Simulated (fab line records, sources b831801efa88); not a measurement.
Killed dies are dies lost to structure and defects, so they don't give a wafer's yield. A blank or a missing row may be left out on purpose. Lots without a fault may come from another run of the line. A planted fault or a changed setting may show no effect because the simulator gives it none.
fab line records | flow sfq_line
record lots=14 wafers=42 last_day=85
route steps=325 shown M4@159 JJ@191 M5@201
lots that met no fault: from a run of the same line without faults
start_h: hours from the record's first day to the start of the lot's first wafer shown | wait_h: hours since the lot's step before | " the same as in the row above | L1.1+2: a row that stands for several wafers | - no value, or no start given | * or withheld: withheld | < > ~ a bound
route shown NAME@n: a module of which the file shows steps, and the number in the route of the first | usual: mean/standard deviation of fault-free wafers | same: alike in all rows | chamber/n: place in a boat | sites: the reading at each site | _std_site: their standard deviation | _edge_site: outer sites' mean less inner sites' | radius_mm: how far each site lies from the wafer's centre | mask NAME#n: copy n | behind: the tool/chamber that last shaped the wafer | hold: why the lot was held/for how many hours/how that ended | device: the transistor (n, p or np) that didn't switch | end of line: the same wafers' tests at the end of the route | a step without rows: its recipe alone | killed: dies lost to structure and defects at the first sort, not the wafer's yield | map: a wafer's dies, x killed, . not, _ none there
set.NAME: the setting as run; set.NAME@STEP: as run at that earlier step | model.NAME: the simulator's own value behind a step, which no gauge read
steps of the route over a sample of lots; a table a step, a row a wafer
services: from which hour (start_h, from the record's first day; less than 0 if before it) a tool's chamber was out of use, for how many hours, and why
## steps
# step SFQ_TRILAYER_M4_BARC_OPEN_METAL_ETCH_123
# recipe mask_material=PR chemistry=O2 target_depth_nm=125 target=BARC icp_w=600 bias_w=80 pressure_mtorr=10 time_s=41.7
# usual drypump_motor_current_A=6.0/0.39 oes_product_au=0.685/0.0046
# columns lot.wafer tool chamber start_h wait_h drypump_motor_current_A oes_product_au rf_hours_counter_h
L993.2 rie_metal-04 0 1037.26 0.0 5.8 0.697 75
L993.3 " 1 " " 5.5 0.690 -
L993.4 " 0 " " 5.7 0.690 -
L995.2 rie_metal-01 1 1062.77 0.0 6.2 0.690 28
L995.3 " 1 " " 6.2 0.684 -
L995.5 " 0 " " 5.9 0.690 -
L998.2 rie_metal-02 1 1232.73 0.0 5.4 0.681 123
L998.3 " 1 " " 5.4 0.687 -
L998.6 " 1 " " 5.4 0.681 -
L999.1 rie_metal-01 0 1233.93 0.0 5.9 0.684 131
L999.2 " 1 " " 6.1 0.680 48
L999.5 " 1 " " 6.2 0.685 -
L100.1 rie_metal-02 1 1235.88 0.0 5.4 0.687 124
L100.3 " 1 " " 5.4 0.686 -
L100.4 " 0 " " 6.7 0.691 -
L101.2 rie_metal-01 0 1244.28 0.0 5.9 0.688 133
L101.4 " 1 " " 6.2 0.685 -
L101.6 " 0 " " 5.9 0.683 -
L102.3 rie_metal-02 1 1257.50 0.0 5.4 0.692 -
L102.4 " 0 " " 6.7 0.686 -
L102.5 " 0 " " 6.7 0.681 -
L103.3 rie_metal-02 1 1267.25 0.0 5.4 0.679 -
L103.5 " 1 " " 5.4 0.678 -
L103.6 " 0 " " 6.7 0.686 -
L106.2 rie_metal-02 0 1276.93 0.0 6.7 0.678 138
L106.5 " 1 " " 5.5 0.690 -
L106.6 " 0 " " 6.7 0.683 -
L108.3 rie_metal-01 0 1281.53 0.0 5.9 0.679 -
L108.4 " 1 " " 6.2 0.681 -
L108.6 " 0 " " 5.9 0.695 -
L109.2 rie_metal-01 1 1289.63 0.0 6.2 0.682 -
L109.4 " 1 " " 6.2 0.683 -
L109.5 " 1 " " 6.2 0.686 -
L113.1 rie_metal-01 0 1301.14 0.0 5.9 0.687 1
L113.2 " 1 " " 6.1 0.688 62
L113.3 " 0 " " 5.9 0.685 -
L114.4 rie_metal-01 0 1303.56 0.0 5.9 0.688 -
L114.5 " 1 " " 6.2 0.679 -
L114.6 " 0 " " 5.9 0.687 -
L115.1 rie_metal-01 0 1308.34 0.0 5.9 0.682 2
L115.5 " 1 " " 6.2 0.683 -
L115.6 " 0 " " 5.9 0.681 -
# step SFQ_TRILAYER_M4_STRIP_STRIP_097
# recipe gas=O2 power_w=200 platen_temp_c=40 overash_fraction=0.65 chemistry=O2 pressure_mtorr=52.45
# usual drypump_motor_current_A=6.0/0.39 oes_product_au=0.995/0.0075
# columns lot.wafer tool chamber start_h wait_h drypump_motor_current_A oes_product_au rf_hours_counter_h
L993.2 rie_metal-04 0 1037.45 0.1 5.8 0.997 75
L993.3 " 1 " " 5.5 0.983 -
L993.4 " 0 " " 5.8 0.984 -
L995.2 rie_metal-01 1 1062.95 0.1 6.2 0.998 28
L995.3 " 1 " " 6.1 1.001 -
L995.5 " 0 " " 5.9 0.982 -
L998.2 rie_metal-02 1 1232.91 0.1 5.4 1.005 124
L998.3 " 1 " " 5.4 1.002 -
L998.6 " 1 " " 5.4 1.008 -
L999.1 rie_metal-01 0 1234.11 0.1 5.9 0.989 131
L999.2 " 1 " " 6.2 0.991 48
L999.5 " 1 " " 6.2 0.990 -
L100.1 rie_metal-02 1 1236.06 0.1 5.5 0.996 124
L100.3 " 1 " " 5.4 1.007 -
L100.4 " 0 " " 6.7 0.987 -
L101.2 rie_metal-01 0 1244.46 0.1 5.9 0.989 133
L101.4 " 1 " " 6.1 1.004 -
L101.6 " 0 " " 6.0 0.989 -
L102.3 rie_metal-02 1 1257.99 0.3 5.4 0.999 -
L102.4 " 0 " " 6.7 0.989 -
L102.5 " 0 " " 6.7 0.988 -
L103.3 rie_metal-02 1 1267.61 0.2 5.4 0.999 -
L103.5 " 1 " " 5.4 1.008 -
L103.6 " 0 " " 6.7 0.985 -
L106.2 rie_metal-02 0 1277.11 0.1 6.7 0.992 138
L106.5 " 1 " " 5.5 1.000 -
L106.6 " 0 " " 6.7 0.988 -
L108.3 rie_metal-01 0 1281.90 0.2 5.9 0.979 -
L108.4 " 1 " " 6.1 0.984 -
L108.6 " 0 " " 5.9 0.975 -
L109.2 rie_metal-01 1 1290.18 0.4 6.2 0.993 -
L109.4 " 1 " " 6.2 0.993 -
L109.5 " 1 " " 6.1 0.996 -
L113.1 rie_metal-01 0 1301.32 0.1 6.0 0.996 1
L113.2 " 1 " " 6.2 0.996 62
L113.3 " 0 " " 5.9 0.997 -
L114.4 rie_metal-01 0 1303.92 0.2 5.9 1.007 -
L114.5 " 1 " " 6.2 1.006 -
L114.6 " 0 " " 5.9 1.001 -
L115.1 rie_metal-01 0 1308.52 0.1 5.9 0.992 3
L115.5 " 1 " " 6.2 0.999 -
L115.6 " 0 " " 5.9 0.998 -
# step SFQ_JJ_OVL_MEAS_931
# usual J5_OVL=-2/4.8
# columns lot.wafer tool chamber start_h wait_h J5_OVL[nm]
L993.2 overlay-01 - 1196.22 0.1 -4
L993.3 " - " " 3
L993.4 " - " " -8
L995.2 overlay-01 - 1201.02 0.1 3
L995.3 " - " " -1
L995.5 " - " " -3
L998.2 overlay-02 - 1251.45 0.1 0
L998.3 " - " " 0
L998.6 " - " " -1
L999.1 overlay-02 - 1252.64 0.1 -4
L999.2 " - " " -5
L999.5 " - " " -3
L100.1 overlay-02 - 1255.04 0.1 1
L100.3 " - " " 1
L100.4 " - " " -8
L101.2 overlay-02 - 1260.84 0.1 0
L101.4 " - " " -2
L101.6 " - " " -9
L102.3 overlay-02 - 1273.00 0.1 -5
L102.4 " - " " -11
L102.5 " - " " -8
L103.3 overlay-01 - 1283.59 0.1 -4
L103.5 " - " " -4
L103.6 " - " " 3
L106.2 overlay-01 - 1291.98 0.1 1
L106.5 " - " " -1
L106.6 " - " " 1
L108.3 overlay-02 - 1295.98 0.1 -2
L108.4 " - " " -1
L108.6 " - " " -2
L109.2 overlay-02 - 1304.71 0.1 7
L109.4 " - " " 4
L109.5 " - " " 0
L113.1 overlay-02 - 1331.49 0.1 -9
L113.2 " - " " -9
L113.3 " - " " -3
L114.4 overlay-02 - 1332.71 0.1 -5
L114.5 " - " " -10
L114.6 " - " " -4
L115.1 overlay-02 - 1336.29 0.1 2
L115.5 " - " " -1
L115.6 " - " " 3
# step SFQ_TRILAYER_JJ_CE_BARC_OPEN_RIE_150
# recipe mask_material=PR chemistry=O2 target_depth_nm=240 target=BARC icp_w=600 bias_w=80 pressure_mtorr=10 time_s=80
# usual bias_w=79.98/0.23 chamber_pressure_mTorr=10.001/0.0094 drypump_motor_current_A=5.7/0.45 oes_product_au=0.538/0.0049
# columns lot.wafer tool chamber start_h wait_h bias_w chamber_pressure_mTorr drypump_motor_current_A oes_product_au rf_hours_counter_h
L993.2 rie_metal-02 0 1197.45 0.8 80.52 10.005 6.7 0.540 127
L993.3 " 1 " " 79.99 10.003 5.5 0.538 -
L993.4 " 0 " " 80.22 9.992 6.7 0.537 -
L995.2 rie_metal-04 1 1202.25 0.8 80.30 10.010 5.5 0.538 79
L995.3 " 1 " " 79.98 10.000 5.5 0.534 -
L995.5 " 1 " " 80.15 9.996 5.5 0.539 -
L998.2 rie_metal-02 1 1252.68 0.8 80.52 10.008 5.4 0.539 127
L998.3 " 0 " " 79.92 10.000 6.7 0.535 -
L998.6 " 1 " " 79.98 9.991 5.4 0.535 -
L999.1 rie_metal-02 1 1253.88 1.0 79.85 9.998 5.4 0.532 127
L999.2 " 0 " " 79.89 9.992 6.7 0.531 135
L999.5 " 1 " " 79.74 10.001 5.4 0.542 -
L100.1 rie_metal-02 0 1256.28 1.0 79.93 9.972 6.7 0.538 135
L100.3 " 1 " " 80.05 10.013 5.4 0.534 -
L100.4 " 0 " " 79.71 10.017 6.6 0.533 -
L101.2 rie_metal-03 0 1262.07 0.8 79.76 9.995 5.1 0.530 63
L101.4 " 0 " " 80.08 10.013 5.1 0.533 -
L101.6 " 1 " " 80.03 10.004 6.0 0.531 -
L102.3 rie_metal-04 1 1274.26 0.6 79.66 10.007 5.5 0.540 -
L102.4 " 0 " " 80.06 9.993 5.8 0.537 -
L102.5 " 0 " " 79.77 9.992 5.8 0.531 -
L103.3 rie_metal-02 1 1284.87 0.7 80.02 9.979 5.4 0.536 -
L103.5 " 1 " " 80.16 10.006 5.4 0.538 -
L103.6 " 1 " " 79.82 10.010 5.4 0.538 -
L106.2 rie_metal-02 1 1293.24 0.8 79.93 9.993 5.4 0.537 -
L106.5 " 1 " " 80.02 10.001 5.4 0.543 -
L106.6 " 1 " " 80.00 9.995 5.4 0.537 -
L108.3 rie_metal-02 1 1297.27 0.7 - - - - -
L108.4 " 1 " " - - - - -
L108.6 " 1 " " - - - - -
L109.2 rie_metal-04 0 1305.94 0.8 - - - - -
L109.4 " 1 " " - - - - -
L109.5 " 1 " " - - - - -
L113.1 rie_metal-03 1 1332.73 1.0 79.79 9.998 6.0 0.544 37
L113.2 " 0 " " 80.34 10.016 5.1 0.541 72
L113.3 " 0 " " 79.99 10.012 5.1 0.535 -
L114.4 rie_metal-04 1 1333.96 0.4 80.11 9.984 5.5 0.538 -
L114.5 " 0 " " 80.00 9.994 5.8 0.536 -
L114.6 " 1 " " 79.99 10.007 5.5 0.535 -
L115.1 rie_metal-04 0 1337.53 1.0 79.60 9.990 5.8 0.544 126
L115.5 " 0 " " 79.61 10.009 5.8 0.541 -
L115.6 " 1 " " 79.91 10.000 5.5 0.540 -
# step SFQ_TRILAYER_JJ_CE_ETCH_RIE_118
# recipe target=Nb stop_on=Al2O3 mask_material=PR taper_deg=13.257 over_etch_frac=0.15 time_s=97.7 chemistry=SF6 target_depth_nm=170 icp_w=600 bias_w=80 pressure_mtorr=10
# usual bias_w=80.04/0.25 chamber_pressure_mTorr=10.000/0.01 drypump_motor_current_A=5.7/0.44 oes_product_au=0.988/0.0067
# columns lot.wafer tool chamber start_h wait_h bias_w chamber_pressure_mTorr drypump_motor_current_A oes_product_au rf_hours_counter_h
L993.2 rie_metal-02 0 1197.54 0.1 79.95 9.982 6.7 0.983 127
L993.3 " 1 " " 80.26 10.009 5.4 0.982 -
L993.4 " 0 " " 79.87 10.015 6.6 0.985 -
L995.2 rie_metal-04 1 1202.34 0.1 80.32 10.012 5.4 0.989 79
L995.3 " 1 " " 80.29 10.004 5.5 0.987 -
L995.5 " 1 " " 80.50 10.003 5.4 0.991 -
L998.2 rie_metal-02 1 1252.80 0.1 80.38 9.990 5.4 0.986 127
L998.3 " 0 " " 80.15 9.997 6.7 0.990 -
L998.6 " 1 " " 80.09 10.009 5.4 0.987 -
L999.1 rie_metal-02 1 1254.00 0.1 79.84 10.002 5.4 0.988 127
L999.2 " 0 " " 80.09 10.004 6.7 0.980 135
L999.5 " 1 " " 80.06 9.996 5.4 0.994 -
L100.1 rie_metal-02 0 1256.40 0.1 80.02 9.989 6.7 0.988 135
L100.3 " 1 " " 79.51 9.995 5.4 0.984 -
L100.4 " 0 " " 80.15 9.999 6.6 0.986 -
L101.2 rie_metal-03 0 1262.17 0.1 79.84 10.000 5.1 0.997 63
L101.4 " 0 " " 80.03 10.015 5.2 0.995 -
L101.6 " 1 " " 79.84 9.998 6.0 0.986 -
L102.3 rie_metal-04 1 1274.35 0.1 80.13 10.005 5.5 0.978 -
L102.4 " 0 " " 79.54 9.996 5.8 0.996 -
L102.5 " 0 " " 79.95 10.011 5.8 0.995 -
L103.3 rie_metal-02 1 1285.06 0.2 80.40 10.014 5.4 0.991 -
L103.5 " 1 " " 80.77 10.000 5.4 0.995 -
L103.6 " 1 " " 80.35 9.997 5.4 0.994 -
L106.2 rie_metal-02 1 1293.43 0.2 80.02 9.995 5.4 0.985 -
L106.5 " 1 " " 80.26 10.007 5.4 0.984 -
L106.6 " 1 " " 79.93 10.002 5.4 0.992 -
L108.3 rie_metal-02 1 1297.46 0.2 80.30 9.977 5.4 0.375 -
L108.4 " 1 " " 79.85 9.997 5.4 0.373 -
L108.6 " 1 " " 80.07 10.022 5.4 0.377 -
L109.2 rie_metal-04 0 1306.03 0.1 80.65 9.987 5.8 0.370 120
L109.4 " 1 " " 79.74 9.994 5.5 0.378 -
L109.5 " 1 " " 79.96 10.001 5.5 0.378 -
L113.1 rie_metal-03 1 1332.82 0.1 79.97 9.980 6.0 0.988 37
L113.2 " 0 " " 80.39 10.004 5.1 0.984 72
L113.3 " 0 " " 80.21 10.015 5.1 0.983 -
L114.4 rie_metal-04 1 1334.06 0.1 80.26 9.998 5.5 0.981 -
L114.5 " 0 " " 79.60 9.999 5.8 0.987 -
L114.6 " 1 " " 79.79 10.003 5.5 0.978 -
L115.1 rie_metal-04 0 1337.62 0.1 80.48 9.995 5.8 0.983 126
L115.5 " 0 " " 80.47 9.994 5.8 0.989 -
L115.6 " 1 " " 79.98 10.002 5.5 0.990 -
# step SFQ_TRILAYER_M5_LITHO_EXPOSE_124
# recipe mask_id=M5 na=0.6 source_shape=conventional sigma_outer=0.65 target_cd_nm=700 dose_mj=14.4
# usual exposure_dose_mJ_cm2=14.395/0.014 focus_offset_nm=-0.2/0.52 stage_vel_mm_s=499.97/0.28
# columns lot.wafer tool chamber start_h wait_h mask exposure_dose_mJ_cm2 focus_offset_nm stage_vel_mm_s
L993.2 krf_scanner-01 0 1203.44 - M5#0 14.392 0.0 499.47
L993.3 " 0 " " M5#0 14.388 0.4 499.90
L993.4 " 0 " " M5#0 14.395 0.8 499.59
L995.2 krf_scanner-01 0 1216.23 - M5#0 14.398 1.3 499.53
L995.3 " 0 " " M5#0 14.398 0.4 500.06
L995.5 " 0 " " M5#0 14.382 0.9 499.89
L998.2 krf_scanner-02 0 1380.27 - M5#0 14.396 -0.5 500.05
L998.3 " 0 " " M5#0 14.411 0.0 500.01
L998.6 " 0 " " M5#0 14.396 -1.1 499.78
L999.1 krf_scanner-02 0 1383.67 - M5#0 14.410 0.0 499.86
L999.2 " 0 " " M5#0 14.398 -0.4 500.12
L999.5 " 0 " " M5#0 14.390 -0.4 500.16
L100.1 krf_scanner-02 0 1386.07 - M5#0 14.370 0.1 499.96
L100.3 " 0 " " M5#0 14.381 0.7 500.37
L100.4 " 0 " " M5#0 14.389 -0.4 500.24
L101.2 krf_scanner-02 0 1392.27 - M5#0 14.383 -0.9 499.68
L101.4 " 0 " " M5#0 14.409 -1.0 499.67
L101.6 " 0 " " M5#0 14.382 -1.2 499.80
L102.3 krf_scanner-02 0 1397.27 - M5#0 14.402 -0.8 499.98
L102.4 " 0 " " M5#0 14.386 -0.6 499.86
L102.5 " 0 " " M5#0 14.404 -0.8 499.68
L103.3 krf_scanner-01 0 1405.79 - M5#0 14.408 -0.5 499.98
L103.5 " 0 " " M5#0 14.394 0.0 500.19
L103.6 " 0 " " M5#0 14.404 -0.2 500.22
L106.2 krf_scanner-01 0 1415.19 - M5#0 14.389 -0.3 499.87
L106.5 " 0 " " M5#0 14.369 0.6 499.95
L106.6 " 0 " " M5#0 14.377 0.6 499.93
L108.3 krf_scanner-01 - 1417.79 - M5#0 - - -
L108.4 " - " " M5#0 - - -
L108.6 " - " " M5#0 - - -
L109.2 krf_scanner-01 - 1422.39 - M5#0 - - -
L109.4 " - " " M5#0 - - -
L109.5 " - " " M5#0 - - -
L113.1 krf_scanner-02 0 1442.72 - M5#0 14.388 0.4 500.23
L113.2 " 0 " " M5#0 14.375 0.0 499.78
L113.3 " 0 " " M5#0 14.406 0.4 500.01
L114.4 krf_scanner-02 0 1445.72 - M5#0 14.367 -0.2 499.44
L114.5 " 0 " " M5#0 14.384 -0.3 500.15
L114.6 " 0 " " M5#0 14.384 0.4 500.09
L115.1 krf_scanner-02 0 1447.52 - M5#0 14.379 -1.6 500.28
L115.5 " 0 " " M5#0 14.394 -0.7 500.30
L115.6 " 0 " " M5#0 14.400 -0.5 499.99
## services
# columns tool chamber start_h hours kind
krf_scanner-01 - 1022.56 1.0 pm
rie_metal-01 - 1035.48 2.8 pm
krf_scanner-02 - 1038.28 3.6 pm
krf_scanner-01 - 1047.85 1.3 pm
krf_scanner-02 - 1052.93 1.3 pm
krf_scanner-01 - 1060.92 0.3 repair
krf_scanner-02 - 1065.03 0.8 pm
rie_metal-02 - 1093.76 2.8 pm
rie_metal-02 0 1096.82 3.3 repair
rie_metal-01 1 1110.87 32.2 repair
krf_scanner-02 - 1127.43 6.2 repair
krf_scanner-02 - 1171.24 1.0 pm
rie_metal-04 - 1200.38 0.2 repair
krf_scanner-02 - 1204.64 4.0 pm
krf_scanner-02 - 1208.83 1.6 repair
krf_scanner-02 - 1225.26 0.2 repair
krf_scanner-02 - 1228.57 1.3 pm
rie_metal-01 - 1318.85 0.6 repair
krf_scanner-02 - 1341.09 1.0 pm
krf_scanner-02 - 1349.29 4.4 pm
rie_metal-04 - 1351.83 2.8 pm
rie_metal-02 - 1353.59 0.8 repair
krf_scanner-02 - 1402.87 0.8 pm
krf_scanner-02 - 1403.62 1.3 pm
## key
first_sign step=SFQ_TRILAYER_JJ_CE_BARC_OPEN_RIE_150 reading=tool_record direction=missing
effect step=SFQ_TRILAYER_JJ_CE_ETCH_RIE_118 reading=oes_product_au direction=down sigmas=92 usual=0.988 struck=0.375
effect step=SFQ_TRILAYER_M5_LITHO_EXPOSE_124 reading=tool_record direction=missing
met_at SFQ_TRILAYER_JJ_CE_BARC_OPEN_RIE_150
struck_lots L108,L109
not_acting_at SFQ_TRILAYER_M4_BARC_OPEN_METAL_ETCH_123,SFQ_TRILAYER_M4_STRIP_STRIP_097,SFQ_JJ_OVL_MEAS_931
onset_between 1293.24 1297.27
fault kind=skipped_step_whole tool=rie_metal-02,rie_metal-04 chamber=- onset_h=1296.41 steps=SFQ_TRILAYER_JJ_CE_BARC_OPEN_RIE_150 scope=struck_lots_only
